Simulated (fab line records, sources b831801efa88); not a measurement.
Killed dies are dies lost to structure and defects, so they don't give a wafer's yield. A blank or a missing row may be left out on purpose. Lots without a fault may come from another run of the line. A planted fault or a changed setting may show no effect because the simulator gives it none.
Which tool did it? | flow sky130 | 14 lots, 42 wafers sampled, at 4 steps of a route of 708

WHAT THE GAUGES READ, wafer by wafer
SKY_SD_N_CD_MEAS_07: target cd 380 nm. Usual: cd_nm 380.2 nm, standard deviation 2.7.
lot  | measured     | on        | cd_nm (nm)        | flag
L256 | day 27 18:04 | cd_sem-02 | 378.8 379.1 378.9 |
L258 | day 28 10:48 | cd_sem-02 | 380.3 382.9 382.0 |
L260 | day 29 03:47 | cd_sem-02 | 380.0 380.3 379.0 |
L262 | day 30 08:55 | cd_sem-02 | 378.2 378.9 381.2 |
L263 | day 30 11:34 | cd_sem-02 | 379.0 378.4 377.4 |
L264 | day 31 07:32 | cd_sem-02 | 380.7 380.8 383.7 |
L266 | day 31 10:16 | cd_sem-01 | 378.6 378.1 377.7 |
L268 | day 32 01:47 | cd_sem-02 | 386.5 385.0 385.5 |
L269 | day 32 19:41 | cd_sem-01 | 379.4 379.5 384.1 |
L274 | day 34 02:40 | cd_sem-02 | 377.1 378.6 378.1 |
L275 | day 34 10:56 | cd_sem-01 | 382.9 384.0 385.7 |
L276 | day 34 13:53 | cd_sem-01 | 376.8 377.7 379.0 |
L279 | day 35 22:21 | cd_sem-01 | 381.7 384.8 384.4 |
L278 | day 35 22:58 | cd_sem-02 | 377.6 376.7 376.5 |

SKY_LI_CONTACT_CD_MEAS_12: target cd 170 nm. Usual: cd_nm 169.8 nm, standard deviation 1.4.
lot  | measured     | on        | cd_nm (nm)        | flag
L256 | day 29 00:16 | cd_sem-01 | 170.3 170.7 170.1 |
L258 | day 29 15:56 | cd_sem-02 | 169.1 170.7 169.1 |
L260 | day 30 09:59 | cd_sem-01 | 169.1 168.5 169.1 |
L262 | day 31 16:39 | cd_sem-02 | 170.1 170.9 173.1 |
L263 | day 31 17:38 | cd_sem-02 | 169.3 168.9 169.2 |
L264 | day 32 13:44 | cd_sem-02 | 171.7 171.2 172.0 |
L266 | day 32 16:19 | cd_sem-02 | 169.8 170.5 171.3 |
L268 | day 33 06:47 | cd_sem-01 | 169.6 170.1 169.9 |
L269 | day 34 00:04 | cd_sem-01 | 172.2 171.0 170.7 |
L274 | day 35 06:31 | cd_sem-01 | 166.8 168.4 169.8 |
L275 | day 35 15:04 | cd_sem-01 | 170.2 169.9 168.5 |
L276 | day 35 18:10 | cd_sem-02 | 169.1 169.9 169.2 |
L279 | day 37 02:40 | cd_sem-01 | 170.9 170.8 170.6 |
L278 | day 37 02:58 | cd_sem-01 | 168.2 168.6 167.9 |

SKY_LOCAL_INTERCONNECT_CD_MEAS_11: target cd 170 nm. Usual: cd_nm 169.9 nm, standard deviation 1.7.
lot  | measured     | on        | cd_nm (nm)        | flag
L256 | day 30 06:04 | cd_sem-01 | 171.3 170.7 170.8 |
L258 | day 30 21:27 | cd_sem-01 | 171.0 169.9 170.5 |
L260 | day 31 16:53 | cd_sem-02 | 170.0 169.0 169.0 |
L262 | day 32 22:10 | cd_sem-02 | 169.2 169.7 168.3 |
L263 | day 33 00:01 | cd_sem-02 | 171.9 171.4 172.3 |
L264 | day 33 18:00 | cd_sem-02 | 169.2 172.1 170.6 |
L266 | day 33 19:50 | cd_sem-01 | 171.1 173.1 170.5 |
L268 | day 34 09:58 | cd_sem-02 | 170.4 170.9 171.0 |
L269 | day 35 04:10 | cd_sem-01 | 171.5 173.1 171.5 |
L274 | day 36 10:16 | cd_sem-01 | 168.2 168.5 166.9 |
L275 | day 36 18:25 | cd_sem-01 | 168.4 168.1 167.0 |
L276 | day 36 22:35 | cd_sem-01 | 170.1 169.5 170.0 |
L279 | day 38 06:13 | cd_sem-01 | 170.0 170.5 169.8 |
L278 | day 38 06:46 | cd_sem-02 | 167.5 167.7 167.3 |

WHICH TOOL RAN EACH LOT (tool, then ch and the chambers of the sampled wafers, then the start)
lot  | SKY_LOCAL_INTERCONNECT_SOFTBAKE_07
L256 | litho_track-04 ch 0, day 29 15:00
L258 | litho_track-02 ch 0, day 30 07:00
L260 | litho_track-03 ch 0, day 31 01:00
L262 | litho_track-02 ch 0, day 32 07:00
L263 | litho_track-04 ch 0, day 32 10:00
L264 | litho_track-03 ch 0, day 33 04:00
L266 | litho_track-02 ch 0, day 33 07:00
L268 | litho_track-02 ch 0, day 33 21:00
L269 | litho_track-02 ch 0, day 34 14:00
L274 | litho_track-04 ch 0, day 35 20:00
L275 | litho_track-04 ch 0, day 36 05:00
L276 | litho_track-04 ch 0, day 36 09:00
L279 | litho_track-02 ch 0, day 37 17:00
L278 | litho_track-02 ch 0, day 37 17:00
- SKY_LOCAL_INTERCONNECT_SOFTBAKE_07: time 90 s.

WHAT THE TOOLS THEMSELVES READ (means of the sampled wafers that have a number; where no wafer has one, the mark that the record gives instead)
SKY_LOCAL_INTERCONNECT_SOFTBAKE_07. Usual: exhaust_pa 45.2 Pa, standard deviation 0.85; run_length_s 119.21 s, standard deviation 0.23.
lot  | tool           | exhaust_pa (Pa) | run_length_s (s) | flag
L256 | litho_track-04 | 45.9            | 119.03           |
L258 | litho_track-02 | 44.5            | 119.43           |
L260 | litho_track-03 | 45.2            | 119.12           |
L262 | litho_track-02 | 45.7            | 119.30           |
L263 | litho_track-04 | 44.4            | 118.88           |
L264 | litho_track-03 | 46.0            | 119.08           |
L266 | litho_track-02 | 45.1            | 119.39           |
L268 | litho_track-02 | 46.6            | 119.43           |
L269 | litho_track-02 | 44.1            | 119.38           |
L274 | litho_track-04 | 45.4            | 118.93           |
L275 | litho_track-04 | 45.8            | 142.19           | OFF
L276 | litho_track-04 | 45.1            | 142.26           | OFF
L279 | litho_track-02 | 44.7            | 119.40           |
L278 | litho_track-02 | 44.6            | 119.53           |

THE ANSWER, worked out from the rows above alone
Rule: a lot is off if the mean of its wafers that have a number lies more than 3 standard deviations from the usual mean. A lot without any number at a reading at which 4 lots or more have one is off too. The other lots that the step has rows for count as sound. The gauges are gone through in route order, then the tools' own readings, and for those a lot's mean is taken as printed above. The first step at which some lot is off is used, and at that step the reading that is off furthest; a lot without a number counts as furthest.
Off: L275, L276, at SKY_LOCAL_INTERCONNECT_SOFTBAKE_07 (run_length_s).
A tool fits if, at that step or a process step before it, it ran every lot that is off, and no sound lot after the first of them. One fits: litho_track-04 at SKY_LOCAL_INTERCONNECT_SOFTBAKE_07. Its last sound lot is L274 (day 35 20:00), its first lot that is off L275 (day 36 05:00): a fault that began between those two fits.
The tool's own readings at SKY_LOCAL_INTERCONNECT_SOFTBAKE_07 bear it out: on the lots that are off they differ by more than 5 times the standard deviation of the sound lots' means. run_length_s reads 142.22 s there against 119.24 s on the sound lots.

WHAT THE SIMULATOR HAD PUT IN
Process parameter drift: litho_track-04, from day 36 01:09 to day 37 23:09, at SKY_LOCAL_INTERCONNECT_SOFTBAKE_07. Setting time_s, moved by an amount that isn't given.
Lots struck among those shown: L275, L276. The rule above found the same.
